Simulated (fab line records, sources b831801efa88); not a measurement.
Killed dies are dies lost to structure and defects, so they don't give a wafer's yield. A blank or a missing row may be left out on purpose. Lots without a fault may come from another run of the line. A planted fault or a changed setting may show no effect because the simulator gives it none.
Which tool did it? | flow sky130 | 13 lots, 39 wafers sampled, at 2 steps of a route of 708

WHAT THE GAUGES READ, wafer by wafer
The record holds no reading of a measuring or inspecting step that can be judged against a usual standard deviation.

WHICH TOOL RAN EACH LOT (tool, then ch and the chambers of the sampled wafers, then the start)
lot  | SKY_LOCAL_INTERCONNECT_METAL_ETCH_14 | SKY_PAD_OPEN_PROBE_99
L261 | rie_metal-01 ch 0,1, day 30 10:34    | prober-02, day 45 16:28
L263 | rie_metal-01 ch 1, day 31 01:59      | prober-02, day 46 05:26
L264 | rie_metal-02 ch 0, day 31 06:20      | prober-01, day 46 09:37
L265 | rie_metal-02 ch 0, day 31 16:06      | prober-02, day 46 17:53
L267 | rie_metal-04 ch 0,1, day 33 16:53    | prober-02, day 48 05:56
L268 | rie_metal-02 ch 0,1, day 33 18:07    | prober-02, day 48 08:12
L269 | rie_metal-04 ch 0,1, day 33 20:01    | prober-01, day 48 09:09
L273 | rie_metal-01 ch 0,1, day 34 14:46    | prober-01, day 48 20:53
L278 | rie_metal-04 ch 0,1, day 37 07:10    | prober-02, day 50 15:05
L277 | rie_metal-04 ch 0, day 37 08:47      | prober-01, day 50 18:18
L281 | rie_metal-04 ch 0, day 37 13:34      | prober-01, day 50 20:56
L282 | rie_metal-02 ch 0,1, day 37 14:48    | prober-02, day 50 20:58
L283 | rie_metal-02 ch 0,1, day 37 15:37    | prober-02, day 50 22:21
- SKY_LOCAL_INTERCONNECT_METAL_ETCH_14: etches TiN in Cl2/BCl3, stops on PSG, target depth 110 nm, time 31.4 s.
- SKY_PAD_OPEN_PROBE_99

WHAT THE TOOLS THEMSELVES READ (means of the sampled wafers that have a number; where no wafer has one, the mark that the record gives instead)
SKY_LOCAL_INTERCONNECT_METAL_ETCH_14. Usual: drypump_motor_current_A 5.4 A, standard deviation 0.46; mfc_cl2_sccm 59.98 sccm, standard deviation 0.18; oes_product_au 0.945 a.u., standard deviation 0.0077; throttle_valve_pct 21.899 %, standard deviation 0.009.
lot  | tool         | drypump_motor_current_A (A) | mfc_cl2_sccm (sccm) | oes_product_au (a.u.) | throttle_valve_pct (%) | flag
L261 | rie_metal-01 | 5.1                         | 60.05               | 0.948                 | 21.887                 |
L263 | rie_metal-01 | 5.2                         | 59.90               | 0.946                 | 21.901                 |
L264 | rie_metal-02 | 5.6                         | 59.79               | 0.942                 | 21.903                 |
L265 | rie_metal-02 | 5.6                         | 60.18               | 0.942                 | 21.904                 |
L267 | rie_metal-04 | 5.9                         | 59.93               | 0.940                 | 21.901                 |
L268 | rie_metal-02 | 5.5                         | 59.89               | 0.946                 | 21.900                 |
L269 | rie_metal-04 | 5.6                         | 59.90               | 0.938                 | 21.905                 |
L273 | rie_metal-01 | 5.1                         | 60.07               | 0.948                 | 21.895                 |
L278 | rie_metal-04 | 6.0                         | 60.22               | 0.947                 | 21.897                 |
L277 | rie_metal-04 | 5.3                         | 60.09               | 0.944                 | 21.888                 |
L281 | rie_metal-04 | 5.3                         | 60.05               | 0.941                 | 21.894                 |
L282 | rie_metal-02 | 5.5                         | 59.88               | 0.953                 | 21.902                 |
L283 | rie_metal-02 | 5.5                         | 60.00               | 0.945                 | 21.901                 |

SKY_PAD_OPEN_PROBE_99. Usual: killed_at_M0_to_M3 44, standard deviation 7.1; killed_at_M4_up 3.1, standard deviation 1.8; killed_at_contacts 24, standard deviation 5.3; killed_at_front_end 15, standard deviation 4.5; killed_at_other 0.2, standard deviation 0.42; killed_dies 86, standard deviation 9.6; killed_open 46, standard deviation 6.9; killed_short 40, standard deviation 6.4.
lot  | tool      | killed_at_M0_to_M3 | killed_at_M4_up | killed_at_contacts | killed_at_front_end | killed_at_other | killed_dies | killed_open | killed_short | flag
L261 | prober-02 | 44                 | 2.0             | 24                 | 16                  | 0.0             | 86          | 48          | 38           |
L263 | prober-02 | 46                 | 5.7             | 24                 | 12                  | 0.0             | 89          | 52          | 37           |
L264 | prober-01 | 39                 | 4.0             | 23                 | 15                  | 0.3             | 81          | 43          | 38           |
L265 | prober-02 | 40                 | 3.7             | 26                 | 11                  | 0.0             | 82          | 42          | 40           |
L267 | prober-02 | 38                 | 2.7             | 24                 | 21                  | 0.3             | 86          | 48          | 38           |
L268 | prober-02 | 37                 | 4.3             | 23                 | 16                  | 0.3             | 80          | 43          | 37           |
L269 | prober-01 | 51                 | 3.0             | 24                 | 19                  | 0.3             | 97          | 53          | 44           |
L273 | prober-01 | 36                 | 2.3             | 61                 | 16                  | 0.0             | 115         | 41          | 31           | OFF
L278 | prober-02 | 41                 | 3.7             | 21                 | 14                  | 0.0             | 79          | 43          | 36           |
L277 | prober-01 | 49                 | 2.0             | 19                 | 19                  | 0.0             | 89          | 48          | 41           |
L281 | prober-01 | 45                 | 4.7             | 26                 | 14                  | 0.0             | 90          | 49          | 41           |
L282 | prober-02 | 45                 | 2.7             | 20                 | 16                  | 0.0             | 84          | 45          | 39           |
L283 | prober-02 | 43                 | 3.0             | 27                 | 17                  | 0.3             | 91          | 47          | 44           |

THE ANSWER, worked out from the rows above alone
Rule: a lot is off if the mean of its wafers that have a number lies more than 3 standard deviations from the usual mean. A lot without any number at a reading at which 4 lots or more have one is off too. The other lots that the step has rows for count as sound. The gauges are gone through in route order, then the tools' own readings, and for those a lot's mean is taken as printed above. The first step at which some lot is off is used, and at that step the reading that is off furthest; a lot without a number counts as furthest.
Off: L273, at SKY_PAD_OPEN_PROBE_99 (killed_at_contacts).
A tool fits if, at that step or a process step before it, it ran every lot that is off, and no sound lot after the first of them. One fits: rie_metal-01 at SKY_LOCAL_INTERCONNECT_METAL_ETCH_14. Its last sound lot is L263 (day 31 01:59), its first lot that is off L273 (day 34 14:46): a fault that began between those two fits.

WHAT THE SIMULATOR HAD PUT IN
Chamber particle source: rie_metal-01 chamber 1, from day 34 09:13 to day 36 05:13, at SKY_LOCAL_INTERCONNECT_METAL_ETCH_14. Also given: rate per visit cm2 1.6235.
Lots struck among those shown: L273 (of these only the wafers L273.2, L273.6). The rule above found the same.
